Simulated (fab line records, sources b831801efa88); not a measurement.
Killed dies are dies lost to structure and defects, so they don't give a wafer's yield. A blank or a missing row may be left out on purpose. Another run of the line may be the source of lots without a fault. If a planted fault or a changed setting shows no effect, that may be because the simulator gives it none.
fab line records    flow gf180mcu    part 2 of 2: steps 24 to 34 of 34
record: lots: 5  wafers: 15  last-day: 34
route steps=602 shown HV_LDD@214 NSD@235
lots that met no fault: taken from a fault-free run of the same line
start-h: start of the lot's first displayed wafer, in hours after the record's first day    wait-h: hours from the lot's prior step to this one    " as in the row above    L1.1+2: several wafers, shown together as one row    - no value, or no start was given    * or withheld: withheld    < > ~ a bound
route shown NAME@n: NAME is a module with steps in the file, n the number in the route of the first one    usual: average and standard deviation across the fault-free wafers    same: alike in all rows    chamber/n: place in a boat    sites: each site's reading    _std_site: the values' standard deviation    _edge_site: outer sites' mean less inner sites'    radius-mm: for every site, how far away it sits from the centre of the wafer    mask NAME#n: copy n    behind: the most recent tool/chamber to have shaped the wafer    hold: reason for holding the lot/hours on hold/outcome of the hold    device: names the non-switching transistor (n, p or np)    end of line: the tests these same wafers got at the end of their route    for a step that has no rows: nothing shown but its recipe    killed: the dies lost at the first sort to structure and to defects; this is not the yield of the wafer    map: a wafer's dies, marking killed ones x, the rest . and places with no die _
set.NAME: the setting the step ran with; set.NAME@STEP: the setting that earlier step ran with    model.NAME: the simulator's own value behind a step, which no gauge read
lots seen at some steps along the route; tables by step, rows by wafer
services: from which hour (start-h, from the record's first day; less than 0 if before it) a tool's chamber was out of use, for how many hours, and why
== steps ==
step: GF_NSD_COAT_02
recipe: resist: NOVOLAK  spin-rpm: 3000  resist-thk-nm: 1000
usual: exhaust-pa: 44.7/0.92
lot.wafer  tool            chamber  start-h  wait-h  exhaust-pa
L078.1     litho-track-03  0        317.26   0.1     43.4
L078.3     "               0        "        "       45.3
L078.6     "               0        "        "       44.6
L083.1     litho-track-02  0        365.04   0.1     45.3
L083.2     "               0        "        "       44.2
L083.3     "               0        "        "       43.1
L086.2     litho-track-03  0        379.93   0.1     44.9
L086.3     "               0        "        "       45.1
L086.6     "               0        "        "       44.8
L089.3     litho-track-01  0        412.35   0.1     44.3
L089.5     "               0        "        "       44.9
L089.6     "               0        "        "       44.5
L097.2     litho-track-03  0        484.03   0.1     44.3
L097.5     "               0        "        "       45.8
L097.6     "               0        "        "       44.7
step: GF_NSD_SOFTBAKE_03
recipe: temp-c: 90  time-s: 60  resist: NOVOLAK
usual: exhaust-pa: 44.8/0.88  heater-power-total-W: 56.59/0.043
lot.wafer  tool            chamber  start-h  wait-h  exhaust-pa  heater-power-total-W
L078.1     litho-track-03  0        317.41   0.1     46.0        56.59
L078.3     "               0        "        "       45.0        56.54
L078.6     "               0        "        "       44.8        56.50
L083.1     litho-track-02  0        365.19   0.1     44.4        56.64
L083.2     "               0        "        "       43.9        56.69
L083.3     "               0        "        "       44.8        56.60
L086.2     litho-track-03  0        380.08   0.1     45.6        56.69
L086.3     "               0        "        "       46.1        56.65
L086.6     "               0        "        "       44.6        56.60
L089.3     litho-track-01  0        412.50   0.1     44.8        56.56
L089.5     "               0        "        "       44.7        56.66
L089.6     "               0        "        "       44.9        56.59
L097.2     litho-track-03  0        484.18   0.1     45.0        56.60
L097.5     "               0        "        "       45.5        56.60
L097.6     "               0        "        "       45.7        56.61
step: GF_NSD_EXPOSE_04
recipe: mask-id: Nplus  target-cd-nm: 400  na: 0.6  source-shape: conventional  sigma-outer: 0.6  dose-mj: 140
usual: focus-offset-nm: -0.2/0.52  stage-vel-mm-s: 499.98/0.23
same: sigma-outer: 0.6
lot.wafer  tool              chamber  start-h  wait-h  mask     focus-offset-nm  stage-vel-mm-s
L078.1     iline-stepper-02  0        -        -       Nplus#0  0.2              499.98
L078.3     "                 0        "        "       Nplus#0  -0.4             500.01
L078.6     "                 0        "        "       Nplus#0  -0.3             499.95
L083.1     iline-stepper-01  0        -        -       Nplus#0  -0.8             499.86
L083.2     "                 0        "        "       Nplus#0  0.2              499.91
L083.3     "                 0        "        "       Nplus#0  -0.9             499.76
L086.2     iline-stepper-01  0        -        -       Nplus#0  -0.4             499.88
L086.3     "                 0        "        "       Nplus#0  -0.2             500.09
L086.6     "                 0        "        "       Nplus#0  -0.3             500.41
L089.3     iline-stepper-02  0        -        -       Nplus#0  -0.1             499.56
L089.5     "                 0        "        "       Nplus#0  -0.4             500.11
L089.6     "                 0        "        "       Nplus#0  -0.1             499.99
L097.2     iline-stepper-01  0        -        -       Nplus#0  -0.7             500.08
L097.5     "                 0        "        "       Nplus#0  0.0              499.79
L097.6     "                 0        "        "       Nplus#0  -1.1             499.68
step: GF_NSD_PEB_05
recipe: temp-c: withheld  time-s: *  resist: NOVOLAK
usual: exhaust-pa: 45.0/0.89
lot.wafer  tool            chamber  start-h  wait-h  exhaust-pa
L078.1     litho-track-01  0        -        -       44.8
L078.3     "               0        "        "       43.9
L078.6     "               0        "        "       43.7
L083.1     litho-track-01  0        -        -       43.7
L083.2     "               0        "        "       43.3
L083.3     "               0        "        "       44.4
L086.2     litho-track-01  0        -        -       47.0
L086.3     "               0        "        "       45.4
L086.6     "               0        "        "       46.0
L089.3     litho-track-02  0        -        -       46.3
L089.5     "               0        "        "       45.1
L089.6     "               0        "        "       45.0
L097.2     litho-track-03  0        -        -       44.0
L097.5     "               0        "        "       45.8
L097.6     "               0        "        "       45.9
step: GF_NSD_DEVELOP_06
recipe: develop-time-s: 60  dev-temp-c: 21.87
usual: exhaust-pa: 45.3/0.86
lot.wafer  tool            chamber  start-h  wait-h  exhaust-pa
L078.1     litho-track-01  0        327.90   0.1     46.1
L078.3     "               0        "        "       46.1
L078.6     "               0        "        "       44.7
L083.1     litho-track-01  0        375.60   0.1     45.1
L083.2     "               0        "        "       45.7
L083.3     "               0        "        "       45.8
L086.2     litho-track-01  0        390.93   0.1     46.0
L086.3     "               0        "        "       45.7
L086.6     "               0        "        "       44.6
L089.3     litho-track-02  0        424.04   0.1     46.8
L089.5     "               0        "        "       46.9
L089.6     "               0        "        "       45.4
L097.2     litho-track-03  0        495.88   0.1     43.4
L097.5     "               0        "        "       44.2
L097.6     "               0        "        "       44.6
step: GF_NSD_CD_MEAS_07
recipe: target-cd-nm: 400
usual: cd-nm: 399.8/2.8
lot.wafer  tool       chamber  start-h  wait-h  cd-nm
L078.1     cd-sem-02  -        328.05   0.1     403.0
L078.3     "          -        "        "       403.6
L078.6     "          -        "        "       404.5
L083.1     cd-sem-02  -        375.75   0.1     400.5
L083.2     "          -        "        "       401.3
L083.3     "          -        "        "       400.8
L086.2     cd-sem-02  -        391.07   0.1     397.2
L086.3     "          -        "        "       398.2
L086.6     "          -        "        "       398.8
L089.3     cd-sem-01  -        424.18   0.1     405.3
L089.5     "          -        "        "       405.6
L089.6     "          -        "        "       406.5
L097.2     cd-sem-02  -        496.03   0.1     399.3
L097.5     "          -        "        "       399.6
L097.6     "          -        "        "       401.6
step: GF_NSD_OVL_MEAS_08
usual: NSD_OVL: -0.9/1.3
lot.wafer  tool        chamber  start-h  wait-h  NSD_OVL[nm]
L078.1     overlay-01  -        328.17   0.1     -3.0
L078.3     "           -        "        "       0.1
L078.6     "           -        "        "       -1.2
L083.1     overlay-01  -        375.87   0.1     0.3
L083.2     "           -        "        "       0.2
L083.3     "           -        "        "       1.1
L086.2     overlay-02  -        391.18   0.1     -2.0
L086.3     "           -        "        "       -1.1
L086.6     "           -        "        "       -1.1
L089.3     overlay-01  -        424.27   0.1     -1.5
L089.5     "           -        "        "       -1.5
L089.6     "           -        "        "       1.6
L097.2     overlay-01  -        496.13   0.1     -1.1
L097.5     "           -        "        "       -1.6
L097.6     "           -        "        "       -0.5
step: GF_NSD_IMPLANT_09
recipe: species: As  energy-kev: 60  dose-cm2: 4e+15  tilt-deg: 7
lot.wafer   tool          chamber  start-h  wait-h
L078.1+3+6  implanter-02  0        328.21   0.0
L083.1+2+3  implanter-04  0        375.91   0.0
L086.2+3+6  implanter-04  0        391.23   0.0
L089.3+5+6  implanter-01  0        424.34   0.1
L097.2+5+6  implanter-02  0        496.19   0.0
step: GF_NSD_IMPLANT_10
recipe: species: P  energy-kev: 40  dose-cm2: 5e+14  tilt-deg: 7
lot.wafer   tool          chamber  start-h  wait-h
L078.1+3+6  implanter-02  0        328.36   0.1
L083.1+2+3  implanter-04  0        376.06   0.1
L086.2+3+6  implanter-04  0        391.38   0.1
L089.3+5+6  implanter-01  0        424.49   0.1
L097.2+5+6  implanter-02  0        496.34   0.1
step: GF_NSD_STRIP_11
recipe: chemistry: O2/N2  power-w: 1400  pressure-mtorr: 1500  platen-temp-c: 250  o2-flow-sccm: 3000  n2-flow-sccm: 300  overash-fraction: 0.5
usual: drypump-motor-current-A: 5.6/0.36  heater-power-w: 316/45  oes-product-au: 0.487/0.0045  strip-time-to-endpoint-s: 22.96/0.041
lot.wafer  tool             chamber  start-h  wait-h  drypump-motor-current-A  heater-power-w  oes-product-au  rf-hours-counter-h  strip-time-to-endpoint-s
L078.1     plasma-asher-01  0        328.51   0.1     6.0                      298             0.492           53                  22.97
L078.3     "                1        "        "       5.3                      369             0.493           -                   22.98
L078.6     "                1        "        "       5.4                      381             0.479           -                   22.92
L083.1     plasma-asher-04  0        376.21   0.1     5.9                      291             0.491           24                  22.90
L083.2     "                1        "        "       5.9                      372             0.489           24                  22.90
L083.3     "                1        "        "       5.9                      370             0.482           -                   22.96
L086.2     plasma-asher-01  0        391.51   0.1     6.1                      285             0.497           59                  22.98
L086.3     "                0        "        "       6.0                      292             0.488           -                   22.98
L086.6     "                0        "        "       6.0                      286             0.495           -                   22.96
L089.3     plasma-asher-04  0        424.63   0.1     5.9                      290             0.481           -                   22.94
L089.5     "                0        "        "       5.9                      294             0.479           -                   22.94
L089.6     "                1        "        "       5.9                      369             0.487           -                   22.94
L097.2     plasma-asher-01  1        496.46   0.1     5.4                      381             0.485           67                  22.98
L097.5     "                0        "        "       6.0                      292             0.490           -                   22.95
L097.6     "                1        "        "       5.4                      371             0.491           -                   22.96
step: GF_NSD_TW_MEAS_12
usual: NSD_TW: 4236/28
lot.wafer  tool           chamber  start-h  wait-h  NSD_TW
L078.1     film-metro-01  -        328.61   0.1     4261
L078.3     "              -        "        "       4236
L078.6     "              -        "        "       4264
L083.1     film-metro-01  -        376.31   0.1     4235
L083.2     "              -        "        "       4221
L083.3     "              -        "        "       4228
L086.2     film-metro-01  -        391.62   0.1     4258
L086.3     "              -        "        "       4268
L086.6     "              -        "        "       4266
L089.3     film-metro-02  -        424.71   0.1     4255
L089.5     "              -        "        "       4245
L089.6     "              -        "        "       4251
L097.2     film-metro-03  -        496.57   0.1     4170
L097.5     "              -        "        "       4202
L097.6     "              -        "        "       4228
== services ==
tool              chamber  start-h  hours  kind
lpcvd-02          -        269.16   47.9   repair
plasma-asher-01   -        276.55   0.3    repair
implanter-02      -        280.16   2.0    repair
wet-bench-01      -        283.60   1.9    pm
plasma-asher-04   -        307.83   23.5   repair
rtp-anneal-01     -        310.93   4.3    pm
lpcvd-02          -        317.08   6.0    pm
implanter-02      -        319.22   5.1    pm
lpcvd-01          -        323.66   6.1    pm
iline-stepper-02  -        324.40   1.7    pm
implanter-02      -        326.02   1.8    repair
lpcvd-02          -        335.45   2.8    pm
rie-diel-01       1        336.63   14.6   repair
iline-stepper-02  -        341.07   6.4    repair
lpcvd-01          -        347.81   4.3    pm
wet-bench-02      -        356.09   1.9    pm
rie-diel-01       2        364.05   5.9    repair
implanter-02      -        372.30   21.3   pm
plasma-asher-01   -        407.64   0.4    repair
iline-stepper-01  -        411.59   4.4    pm
plasma-asher-04   -        423.49   0.6    repair
rie-diel-01       3        438.78   2.8    repair
plasma-asher-01   -        446.57   21.4   repair
implanter-02      -        459.32   2.3    repair
